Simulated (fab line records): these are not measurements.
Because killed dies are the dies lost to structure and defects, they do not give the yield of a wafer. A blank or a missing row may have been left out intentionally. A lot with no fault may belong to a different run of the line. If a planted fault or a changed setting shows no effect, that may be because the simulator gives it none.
Comparing a struck lot with a sound one ; flow sky130 ; 34 out of 708 route steps
Sound: wafers L841.2, L841.3, L841.4. The struck wafers were L835.2, L835.3, L835.5. The cause is named last.
Each step with rows lists, per side, the tool, then ch with its chambers, then its first start. Under that, the readings that differ: sound wafers ; struck wafers ; difference of the means ; sigmas: that difference in standard deviations of wafers without a fault.
alike: readings with means less than 2 such deviations apart, plus words and numbers identical on both sides. not compared: withheld readings, readings lacking a value on some wafer, bounds such as >300 that could conceal the same value, and numbers that have no deviation in the record and whose values overlap.
A row with sigmas, a row that says differs or no value, or rows on one side alone: a step with any of these is where the two part. Numbers that don't overlap but have no deviation are shown without sigmas and don't part them. A reading missing from all wafers of one side parts the sides only when that side holds two or more wafers.

first, 9 steps without rows for these wafers: SKY_VIA1_ETCH_14 (etches BARC in N2/H2, stops on SiO2, time 45.9 s, target depth 60 nm); SKY_VIA1_ETCH_15 (etches SiO2 in C4F8/O2/Ar, stops on TiN, target depth 351 nm, time 54 s); SKY_VIA1_STRIP_16 (strips in O2/N2); SKY_VIA1_STRIP_17 (strips in post etch residue remover, time 1200 s); SKY_VIA1_CLEAN_18 (cleans in IPA, time 180 s); SKY_VIA1_CLEAN_19 (cleans in O3/DIW); SKY_VIA1_SPUTTER_20 (material TiN, target thk 20 nm, time 80 s); SKY_VIA1_CVD_21 (deposits W, target thk 270 nm, time 80.902 s); SKY_VIA1_CMP_24 (polishes, stops on SiO2, t overpolish 15 s, target thk 0 nm).
SKY_METAL2_SPUTTER_00: material Ti, target thk 15 nm, time 10 s.
  sound on pvd sputter-01 at day 39 23:39; struck on pvd sputter-03 at day 38 01:55
  alike: cathode dc power W, throttle valve pct
then, 23 steps without rows for these wafers: SKY_METAL2_SPUTTER_01 (material TiN, target thk 20 nm, time 16.7 s); SKY_METAL2_SPUTTER_02 (material AlCu, target thk 250 nm, time 13.3 s); SKY_METAL2_SPUTTER_03 (material Ti, target thk 5 nm, time 3.3 s); SKY_METAL2_SPUTTER_04 (material TiN, target thk 70 nm, time 58.3 s); SKY_METAL2_DEHYDRATE_07 (time 60 s); SKY_METAL2_HMDS_08 (prime time 60 s); SKY_METAL2_COAT_09 (resist thk 60 nm); SKY_METAL2_COAT_10 (resist thk 450 nm); SKY_METAL2_SOFTBAKE_11 (time 90 s); SKY_METAL2_EXPOSE_12 (exposes mask MM2, target cd 140 nm); SKY_METAL2_PEB_13; SKY_METAL2_DEVELOP_14 (develop time 60 s); SKY_METAL2_DESCUM_17 (chemistry O2, time 8 s); SKY_METAL2_ETCH_18 (etches BARC in N2/H2, stops on SiO2, time 45.9 s, target depth 60 nm); SKY_METAL2_METAL_ETCH_19 (etches the open film in Cl2/BCl3, stops on SiO2, target depth 360 nm, time 78 s); SKY_METAL2_STRIP_20 (strips in O2/N2); SKY_METAL2_STRIP_21 (strips in post etch residue remover, time 1200 s); SKY_METAL2_CLEAN_22 (cleans in IPA, time 180 s); SKY_METAL2_CLEAN_23 (cleans in O3/DIW); SKY_VIA2_HDPCVD_00 (deposits SiO2, target thk 1180 nm, time 196.7 s); SKY_VIA2_CMP_02 (polishes SiO2); SKY_VIA2_DEHYDRATE_04 (time 60 s); SKY_VIA2_HMDS_05 (prime time 60 s).
-- the record jumps here: 11 days lie between the struck wafers' starts before and after (it left off in module VIA2 and takes up again in module PAD_OPEN, whose first step shown is number 708 of the route) --
SKY_PAD_OPEN_PROBE_99:
  sound on prober-01 at day 50 05:46; struck on prober-01 at day 48 22:07
reading;sound;struck;difference;sigmas
defect limited yield (%);82.5 78.9 81.7;74.8 77.0 74.6;-5.6;-3
killed_at_M0_to_M3;42 45 45;81 69 85;+34;+5
killed dies;86 104 90;124 113 125;+27;+3
sort_bin_3_pad_short (%);1.0 0.8 0.6;2.0 3.0 3.3;+2.0;+4
sort_bin_5_function (%);10.8 13.4 10.2;16.3 14.2 14.4;+3.5;+2
sort n pass;406 388 402;368 379 367;-27;-3
sort yield pct (%);82.5 78.9 81.7;74.8 77.0 74.6;-5.6;-3
model.etest.tester.sort n pass;406 388 402;368 379 367;-27;
model.etest.tester.sort yield pct (%);82.52 78.86 81.71;74.8 77.03 74.59;-5.6;
model.etest.tester.sort_bin_5_pct (%);10.77 13.41 10.16;16.26 14.23 14.43;+3.53;
model.etest.tester.sort_bin_3_pct (%);1.016 0.813 0.6098;2.033 3.049 3.252;+1.965;
  alike: killed_at_M4_up, killed at contacts, killed at front end, killed at other, killed open, killed short, sort_bin_6_memory

## WHERE THEY PART
Within this record, at SKY_PAD_OPEN_PROBE_99 only.

WHY: what the simulator had put in
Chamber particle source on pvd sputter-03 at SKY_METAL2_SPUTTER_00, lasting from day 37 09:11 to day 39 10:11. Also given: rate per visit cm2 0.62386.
